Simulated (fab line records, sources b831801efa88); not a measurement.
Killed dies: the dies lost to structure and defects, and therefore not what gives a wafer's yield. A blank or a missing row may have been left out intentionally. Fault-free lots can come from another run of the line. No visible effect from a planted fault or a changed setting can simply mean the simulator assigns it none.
Split-lot trial ; flow sfq-line ; 23 wafers read from 5 lots, route of 325 steps

== SPLIT DETAILS ==
At SFQ_TRILAYER_M1_LITHO_EXPOSE_040 (exposes mask M1, target cd 500 nm), the setting dose-mj was moved away from the recipe's 14.4 on 5 of the 23 wafers read, by -6.0% to -2.3%. For the rest of the wafers, this setting stayed at what the recipe calls for.

== FROM THE SPLIT TO THE READING: what the file shows between them, 2 steps ==
- SFQ_TRILAYER_M1_LITHO_PEB_042: peb time 58.06 s
- SFQ_TRILAYER_M1_LITHO_DEVELOP_041: time 60 s

== THE READING ==
M1.cd-nm (the simulator's own value, which no gauge read), in nm, at SFQ_TRILAYER_M1_BARC_OPEN_METAL_ETCH_054 (etches BARC in O2, target depth 125 nm, time 41.7 s). There is no usual value for it anywhere in the file. The 18 wafers here that ran the recipe average 504.9 nm, standard deviation 1.1 nm.

wafer;tool, chamber at the split;dose-mj as run;against the recipe;M1.cd-nm, nm;against lot-mates on the recipe
L074.1;krf-scanner-01, 0;14.4;recipe;505.7;-
L074.2;krf-scanner-01, 0;13.53;-6.0%;516.3;+10.8
L074.5;krf-scanner-01, 0;13.53;-6.0%;516.3;+10.8
L074.3;krf-scanner-01, 0;14.4;recipe;506.2;-
L074.4;krf-scanner-01, 0;14.4;recipe;504.5;-
L077.1;krf-scanner-01, 0;14.4;recipe;505.2;-
L077.4;krf-scanner-01, 0;14.4;recipe;504.7;-
L077.5;krf-scanner-01, 0;14.4;recipe;505.3;-
L082.1;krf-scanner-01, 0;14.4;recipe;505;-
L082.2;krf-scanner-01, 0;14.4;recipe;505.8;-
L082.3;krf-scanner-01, 0;14.4;recipe;506.4;-
L082.4;krf-scanner-01, 0;14.4;recipe;505.2;-
L082.5;krf-scanner-01, 0;14.4;recipe;507.6;-
L084.1;krf-scanner-01, 0;14.07;-2.3%;508.4;+3.9
L084.3;krf-scanner-01, 0;14.07;-2.3%;508.2;+3.7
L084.4;krf-scanner-01, 0;14.07;-2.3%;506.7;+2.2
L084.5;krf-scanner-01, 0;14.4;recipe;503.9;-
L084.6;krf-scanner-01, 0;14.4;recipe;505.2;-
L085.1;krf-scanner-01, 0;14.4;recipe;504.3;-
L085.2;krf-scanner-01, 0;14.4;recipe;503.2;-
L085.3;krf-scanner-01, 0;14.4;recipe;503.4;-
L085.4;krf-scanner-01, 0;14.4;recipe;503.1;-
L085.6;krf-scanner-01, 0;14.4;recipe;504.2;-

THE FIT
A straight line over all 23 wafers: M1.cd-nm changes by -1.79 nm for each +1% of dose-mj; r = -0.94; the points scatter about the line by 1.2 nm.
The same after taking each lot's own level away (the mean of its wafers on the recipe; 23 wafers): -1.74 nm for each +1%; r = -0.97; scatter 0.75 nm.
The reading moves by 11 nm for the largest change in dose-mj, on that fit.
The span of the lots' own levels, 503.64 to 506.00 nm, comes to 2.1 times the standard deviation stated above.
Consequently the slope shifts little with the lot-to-lot level, the two slopes agreeing.
Check: for one of the wafers moved furthest among these (-6.0%), held out of the fit, the line's prediction against its lot-mates is +10.2 nm. It came out at +10.8 nm against them.

== THE FILE'S OWN FIT ==
M1.cd-nm changes by -1.74 nm for each +1% of dose-mj, r = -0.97.
